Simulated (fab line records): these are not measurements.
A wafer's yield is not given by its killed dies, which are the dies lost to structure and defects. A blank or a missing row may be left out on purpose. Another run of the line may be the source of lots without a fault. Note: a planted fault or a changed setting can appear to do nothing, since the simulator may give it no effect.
Struck lot and sound lot, side by side / flow sky130 / 19 out of 708 route steps
Sound: these wafers, L869.3, L869.4, L869.5. Struck: wafer L880.6. (L880.4, L880.5 of the same lot were not struck and are left out.) The cause comes at the end.
Per side, at each step with rows, come the tool, then ch with its chambers, and then its first start. Under that, the readings that differ: sound wafers / struck wafers / difference of the means / sigmas: that difference in standard deviations of wafers without a fault.
alike: words and numbers the same on both sides, and readings whose means are apart by under 2 such deviations; not compared: readings that were withheld, readings missing a value for some wafer, numbers with overlapping values and no deviation given by the record, and bounds like >300 which may hide the same value.
The two part at a step that has a row with sigmas, a row that says differs or no value, or rows on one side only. Numbers that have no deviation but don't overlap get no sigmas and don't part them. Lack of a reading on every wafer of one side parts them only where that side has two or more wafers.

first, 6 steps without rows for these wafers: SKY_VIA1_ETCH_15 (etches SiO2 in C4F8/O2/Ar, stops on TiN, target depth 351 nm, time 54 s); SKY_VIA1_STRIP_16 (strips in O2/N2); SKY_VIA1_STRIP_17 (strips in post etch residue remover, time 1200 s); SKY_VIA1_CLEAN_18 (cleans in IPA, time 180 s); SKY_VIA1_CLEAN_19 (cleans in O3/DIW); SKY_VIA1_SPUTTER_20 (material TiN, target thk 20 nm, time 80 s).
SKY_VIA1_CVD_21: deposits W, target thk 270 nm, time 80.902 s.
  sound on cvd_w-02 ch 0,1, day 35 01:31; struck on cvd_w-01 ch 0, day 38 20:57
  alike: heater_power_w
SKY_VIA1_RS_MEAS_22: measures by four-point-probe.
  sound on film_metro-01, day 35 01:37; struck on film_metro-02, day 38 21:04
  alike: VIA1_W_RS
SKY_VIA1_THK_MEAS_23: measures by xrf.
  sound on film_metro-01, day 35 01:43; struck on film_metro-02, day 38 21:10
  alike: VIA1_W_THK
then, 1 step without rows for these wafers: SKY_VIA1_CMP_24 (polishes, stops on SiO2, t overpolish 15 s, target thk 0 nm).
SKY_METAL2_SPUTTER_00: material Ti, target thk 15 nm, time 10 s.
  sound on pvd_sputter-04, day 35 02:03; struck on pvd_sputter-02, day 38 21:30
reading=throttle_valve_pct (%); sound=31.6 31.2 29.8; struck=28.4; difference=-2.5; sigmas=-2
  alike: chamber_pressure_pa
SKY_METAL2_SPUTTER_01: material TiN, target thk 20 nm, time 16.7 s.
  sound on pvd_sputter-04, day 35 02:04; struck on pvd_sputter-02, day 38 21:31
reading=throttle_valve_pct (%); sound=31.5 30.9 29.8; struck=28.1; difference=-2.6; sigmas=-3
  alike: chamber_pressure_pa
SKY_METAL2_SPUTTER_02: material AlCu, target thk 250 nm, time 13.3 s.
  sound on pvd_sputter-04, day 35 02:06; struck on pvd_sputter-02, day 38 21:33
reading=chamber_pressure_pa (Pa); sound=0.4002 0.4009 0.4002; struck=0.2939; difference=-0.1065; sigmas=-99 or more
reading=throttle_valve_pct (%); sound=31.6 31.1 29.9; struck=33.3; difference=+2.4; sigmas=+2
reading=model.AlCu_of_METAL2_SPUTTER_02.thk_nm (nm); sound=248.8 249.2 247.4; struck=266.6; difference=+18.1; sigmas=
SKY_METAL2_SPUTTER_03: material Ti, target thk 5 nm, time 3.3 s.
  sound on pvd_sputter-04, day 35 02:07; struck on pvd_sputter-02, day 38 21:34
reading=throttle_valve_pct (%); sound=31.4 31.0 29.6; struck=28.5; difference=-2.2; sigmas=-2
  alike: chamber_pressure_pa
SKY_METAL2_SPUTTER_04: material TiN, target thk 70 nm, time 58.3 s.
  sound on pvd_sputter-04, day 35 02:08; struck on pvd_sputter-02, day 38 21:36
reading=throttle_valve_pct (%); sound=31.5 31.0 29.8; struck=28.3; difference=-2.5; sigmas=-2
  alike: chamber_pressure_pa
SKY_METAL2_RS_MEAS_05: measures by four-point-probe.
  sound on film_metro-01, day 35 02:14; struck on film_metro-04, day 38 21:41
reading=METAL2_ALCU_RS (ohm/sq); sound=0.1275 0.1277 0.1282; struck=0.1164; difference=-0.0114; sigmas=-11
SKY_METAL2_THK_MEAS_06: measures by xrf.
  sound on film_metro-01, day 35 02:20; struck on film_metro-04, day 38 21:47
reading=METAL2_ALCU_THK (nm); sound=250.7 249.4 248.8; struck=267.6; difference=+18.0; sigmas=+8
then, 1 step without rows for these wafers: SKY_METAL2_DEHYDRATE_07 (time 60 s).
-- the record jumps here: 11 days lie between the struck wafers' starts before and after (it left off in module METAL2 and takes up again in module PAD_OPEN, whose first step shown is number 708 of the route) --
SKY_PAD_OPEN_PROBE_99:
  sound on prober-01, day 46 22:58; struck on prober-01, day 49 15:17
reading=model.etest.met2.line_ohm_um; sound=0.9206 0.9085 0.9254; struck=0.8656; difference=-0.0526; sigmas=
reading=model.etest.met2.rs_ohm_sq; sound=0.13 0.1278 0.1306; struck=0.1196; difference=-0.0099; sigmas=
  alike: defect_limited_yield, killed_at_M0_to_M3, killed_at_M4_up, killed_at_contacts, killed_at_front_end, killed_at_other, killed_dies, killed_open, killed_short, sort_bin_3_pad_short, sort_bin_5_function, sort_bin_6_memory, sort_n_pass, sort_yield_pct

## WHERE THEY PART
Earliest at SKY_METAL2_SPUTTER_00; latest, in this record, at SKY_METAL2_THK_MEAS_06. Later steps at which nothing parts them and some readings are alike: SKY_PAD_OPEN_PROBE_99.

WHY: whatever the simulator had introduced
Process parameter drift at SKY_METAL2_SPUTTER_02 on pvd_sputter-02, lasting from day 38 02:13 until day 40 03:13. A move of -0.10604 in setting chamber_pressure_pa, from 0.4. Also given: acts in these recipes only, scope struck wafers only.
